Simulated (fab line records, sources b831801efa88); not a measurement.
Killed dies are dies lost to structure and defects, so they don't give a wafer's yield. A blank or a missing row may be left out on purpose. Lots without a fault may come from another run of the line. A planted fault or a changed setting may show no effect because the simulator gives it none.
fab line records | flow sfq_line | part 2 of 2: steps 26 to 34 of 34
record lots=5 wafers=15 last_day=86
route steps=325 shown I4@165 JJ@178 M5@198
lots that met no fault: from a run of the same line without faults
start_h: hours from the record's first day to the start of the lot's first wafer shown | wait_h: hours since the lot's step before | " the same as in the row above | L1.1+2: a row that stands for several wafers | - no value, or no start given | * or withheld: withheld | < > ~ a bound
route shown NAME@n: a module of which the file shows steps, and the number in the route of the first | usual: mean/standard deviation of fault-free wafers | same: alike in all rows | chamber/n: place in a boat | sites: the reading at each site | _std_site: their standard deviation | _edge_site: outer sites' mean less inner sites' | radius_mm: how far each site lies from the wafer's centre | mask NAME#n: copy n | behind: the tool/chamber that last shaped the wafer | hold: why the lot was held/for how many hours/how that ended | device: the transistor (n, p or np) that didn't switch | end of line: the same wafers' tests at the end of the route | a step without rows: its recipe alone | killed: dies lost to structure and defects at the first sort, not the wafer's yield | map: a wafer's dies, x killed, . not, _ none there
set.NAME: the setting as run; set.NAME@STEP: as run at that earlier step | model.NAME: the simulator's own value behind a step, which no gauge read
lots at some steps of the route; a table a step, a row a wafer
services: from which hour (start_h, from the record's first day; less than 0 if before it) a tool's chamber was out of use, for how many hours, and why
## steps
# step SFQ_JJ_OVL_MEAS_931
# usual J5_OVL=-1/5.1
# columns lot.wafer tool chamber start_h wait_h J5_OVL[nm]
L082.1 overlay-02 - 1311.31 0.1 1
L082.4 " - " " 6
L082.5 " - " " 4
L084.1 overlay-01 - 1314.91 0.1 6
L084.2 " - " " 0
L084.5 " - " " 8
L085.1 overlay-02 - 1316.11 0.1 -1
L085.4 " - " " 1
L085.5 " - " " 4
L088.2 overlay-01 - 1324.52 0.1 -5
L088.4 " - " " -4
L088.6 " - " " 1
L092.1 overlay-01 - 1336.51 0.1 -7
L092.3 " - " " 0
L092.4 " - " " -2
# step SFQ_TRILAYER_JJ_CE_METRO_MEASURE_117
# usual cd_nm=699.6/1.2
# columns lot.wafer tool chamber start_h wait_h cd_nm
L082.1 cd_sem-02 - 1311.35 0.0 698.2
L082.4 " - " " 699.1
L082.5 " - " " 699.4
L084.1 cd_sem-02 - 1314.95 0.0 699.3
L084.2 " - " " 697.3
L084.5 " - " " 699.9
L085.1 cd_sem-02 - 1316.15 0.0 699.7
L085.4 " - " " 698.6
L085.5 " - " " 700.1
L088.2 cd_sem-01 - 1324.75 0.2 699.8
L088.4 " - " " 697.4
L088.6 " - " " 698.5
L092.1 cd_sem-01 - 1336.55 0.0 699.4
L092.3 " - " " 698.8
L092.4 " - " " 699.0
# step SFQ_TRILAYER_JJ_CE_BARC_OPEN_RIE_150
# recipe mask_material=PR chemistry=O2 target_depth_nm=240 target=BARC icp_w=600 bias_w=80 pressure_mtorr=10 time_s=80
# usual drypump_motor_current_A=5.33/0.25 oes_product_au=0.538/0.0046
# columns lot.wafer tool chamber start_h wait_h drypump_motor_current_A oes_product_au rf_hours_counter_h
L082.1 rie_metal-04 0 1312.55 1.0 4.86 0.543 99
L082.4 " 1 " " 5.45 0.536 -
L082.5 " 1 " " 5.45 0.531 -
L084.1 rie_metal-01 0 1316.15 1.0 5.31 0.537 84
L084.2 " 1 " " 5.37 0.543 34
L084.5 " 0 " " 5.31 0.542 -
L085.1 rie_metal-04 0 1317.35 1.0 4.89 0.534 99
L085.4 " 0 " " 4.91 0.534 -
L085.5 " 0 " " 4.89 0.534 -
L088.2 rie_metal-02 1 1325.75 0.8 5.68 0.535 44
L088.4 " 0 " " 5.47 0.536 -
L088.6 " 0 " " 5.49 0.543 -
L092.1 rie_metal-04 0 1337.75 1.0 4.87 0.539 102
L092.3 " 1 " " 5.47 0.544 -
L092.4 " 0 " " 4.86 0.533 -
# step SFQ_TRILAYER_JJ_CE_ETCH_RIE_118
# recipe target=Nb stop_on=Al2O3 mask_material=PR taper_deg=13.257 over_etch_frac=0.15 time_s=97.7 chemistry=SF6 target_depth_nm=170 icp_w=600 bias_w=80 pressure_mtorr=10
# usual drypump_motor_current_A=5.33/0.25 oes_product_au=0.988/0.0063
# columns lot.wafer tool chamber start_h wait_h drypump_motor_current_A oes_product_au rf_hours_counter_h
L082.1 rie_metal-04 0 1312.64 0.1 4.86 0.987 99
L082.4 " 1 " " 5.47 0.991 -
L082.5 " 1 " " 5.45 0.995 -
L084.1 rie_metal-01 0 1316.24 0.1 5.31 0.995 84
L084.2 " 1 " " 5.39 0.997 34
L084.5 " 0 " " 5.30 0.985 -
L085.1 rie_metal-04 0 1317.44 0.1 4.88 0.993 100
L085.4 " 0 " " 4.90 0.981 -
L085.5 " 0 " " 4.88 0.989 -
L088.2 rie_metal-02 1 1325.84 0.1 5.69 0.984 44
L088.4 " 0 " " 5.50 0.981 -
L088.6 " 0 " " 5.49 0.986 -
L092.1 rie_metal-04 0 1337.84 0.1 4.89 0.994 102
L092.3 " 1 " " 5.45 0.998 -
L092.4 " 0 " " 4.89 0.999 -
# step SFQ_TRILAYER_JJ_ANODIZE_ANODIZE_119
# recipe current_density_ma_cm2=withheld end_current_density_ma_cm2=withheld bath_temp_c=withheld
# columns lot.wafer tool chamber start_h wait_h
L082.1+4+5 wet_bench-06 7,4,6 1312.75 0.1
L084.1+2+5 wet_bench-06 1,5,6 1316.35 0.1
L085.1+4+5 wet_bench-05 1,4,5 1317.55 0.1
L088.2+4+6 wet_bench-06 5,0,7 1325.95 0.1
L092.1+3+4 wet_bench-06 3,2,6 1337.95 0.1
# step SFQ_TRILAYER_JJ_CE_STRIP_STRIP_120
# recipe gas=O2 power_w=200 platen_temp_c=40 overash_fraction=0.65 chemistry=O2 pressure_mtorr=50
# usual drypump_motor_current_A=5.45/0.22 oes_product_au=0.998/0.0073 platen_temp_c=40.00/0.12
# columns lot.wafer tool chamber start_h wait_h drypump_motor_current_A oes_product_au platen_temp_c rf_hours_counter_h
L082.1 rie_metal-01 0 1313.29 0.0 5.36 1.002 39.94 84
L082.4 " 1 " " 5.38 1.007 39.95 -
L082.5 " 1 " " 5.38 1.002 39.94 -
L084.1 rie_metal-02 1 1316.89 0.0 5.68 1.003 40.17 42
L084.2 " 0 " " 5.50 1.004 40.12 16
L084.5 " 0 " " 5.50 0.991 39.92 -
L085.1 rie_metal-01 0 1318.05 0.0 5.35 1.009 40.14 84
L085.4 " 1 " " 5.37 1.008 40.03 -
L085.5 " 1 " " 5.38 1.015 40.04 -
L088.2 rie_metal-01 1 1326.45 0.0 5.39 0.992 40.13 35
L088.4 " 0 " " 5.33 0.997 39.99 -
L088.6 " 1 " " 5.39 1.004 39.92 -
L092.1 rie_metal-02 0 1338.45 0.0 5.48 1.003 39.93 19
L092.3 " 1 " " 5.66 1.009 40.20 -
L092.4 " 0 " " 5.48 0.997 39.87 -
# step SFQ_TRILAYER_JJ_CE_STRIP_SOLV_CLEAN_121
# recipe chemistry=NMP temp_c=70 time_s=600
# columns lot.wafer tool chamber start_h wait_h
L082.1+4+5 wet_bench-02 1,0,2 1313.89 0.4
L084.1+2+5 wet_bench-04 5,0,1 1317.49 0.4
L085.1+4+5 wet_bench-02 1,3,2 1318.65 0.4
L088.2+4+6 wet_bench-03 1,6,2 1327.05 0.4
L092.1+3+4 wet_bench-02 1,5,0 1339.05 0.4
# step SFQ_TRILAYER_M5_LITHO_COAT_128
# recipe resist=BARC spin_rpm=3000 resist_thk_nm=62
# usual chill_plate_temp_C=23.00/0.12 dispense_pressure_kPa=51/5.1
# columns lot.wafer tool chamber start_h wait_h chill_plate_temp_C dispense_pressure_kPa
L082.1 litho_track-02 0 1314.07 0.0 22.86 45
L082.4 " 0 " " 22.96 45
L082.5 " 0 " " 23.04 45
L084.1 litho_track-01 0 1317.67 0.0 22.98 55
L084.2 " 0 " " 23.05 56
L084.5 " 0 " " 22.98 55
L085.1 litho_track-02 0 1318.82 0.0 23.04 45
L085.4 " 0 " " 23.17 45
L085.5 " 0 " " 22.90 45
L088.2 litho_track-01 0 1327.27 0.1 23.19 56
L088.4 " 0 " " 22.94 56
L088.6 " 0 " " 22.91 56
L092.1 litho_track-01 0 1339.24 0.0 23.04 56
L092.3 " 0 " " 22.96 56
L092.4 " 0 " " 23.08 55
# step SFQ_TRILAYER_M5_LITHO_COAT_123
# recipe resist=KrF spin_rpm=3000 resist_thk_nm=600
# usual chill_plate_temp_C=23.00/0.11 dispense_pressure_kPa=51/5.1
# columns lot.wafer tool chamber start_h wait_h chill_plate_temp_C dispense_pressure_kPa
L082.1 litho_track-02 0 1314.37 0.2 22.84 45
L082.4 " 0 " " 22.84 45
L082.5 " 0 " " 22.89 45
L084.1 litho_track-01 0 1317.97 0.2 22.95 56
L084.2 " 0 " " 22.97 56
L084.5 " 0 " " 23.00 55
L085.1 litho_track-02 0 1319.12 0.2 22.91 45
L085.4 " 0 " " 23.19 45
L085.5 " 0 " " 23.26 45
L088.2 litho_track-01 0 1327.57 0.2 23.16 55
L088.4 " 0 " " 23.09 56
L088.6 " 0 " " 22.96 55
L092.1 litho_track-01 0 1339.54 0.2 23.06 56
L092.3 " 0 " " 22.96 56
L092.4 " 0 " " 23.03 56
## services
# columns tool chamber start_h hours kind
rie_diel-02 0 1042.64 18.0 repair
rie_diel-01 2 1051.10 3.0 repair
krf_scanner-01 - 1053.97 42.4 repair
rie_metal-02 0 1104.73 6.1 repair
rie_diel-01 2 1107.94 12.5 repair
krf_scanner-01 - 1109.71 0.6 repair
rie_diel-02 - 1116.64 2.4 repair
rie_metal-01 - 1123.86 2.8 pm
rie_diel-01 1 1132.29 4.2 repair
wet_bench-04 - 1137.98 2.0 repair
rie_diel-01 0 1138.49 3.6 repair
rie_diel-02 1 1164.97 14.7 repair
krf_scanner-01 - 1170.51 0.8 pm
rie_metal-01 - 1185.28 0.4 repair
krf_scanner-01 - 1187.38 1.0 pm
krf_scanner-01 - 1195.58 1.3 pm
krf_scanner-01 - 1201.61 0.5 repair
pvd_sputter-06 - 1206.22 11.7 repair
pvd_sputter-06 - 1209.29 3.8 repair
pvd_sputter-03 - 1241.43 3.4 repair
pvd_sputter-03 - 1258.96 3.4 repair
rie_metal-04 - 1263.83 28.1 pm
pvd_sputter-06 - 1277.03 5.8 repair
rie_metal-02 1 1300.91 8.0 repair
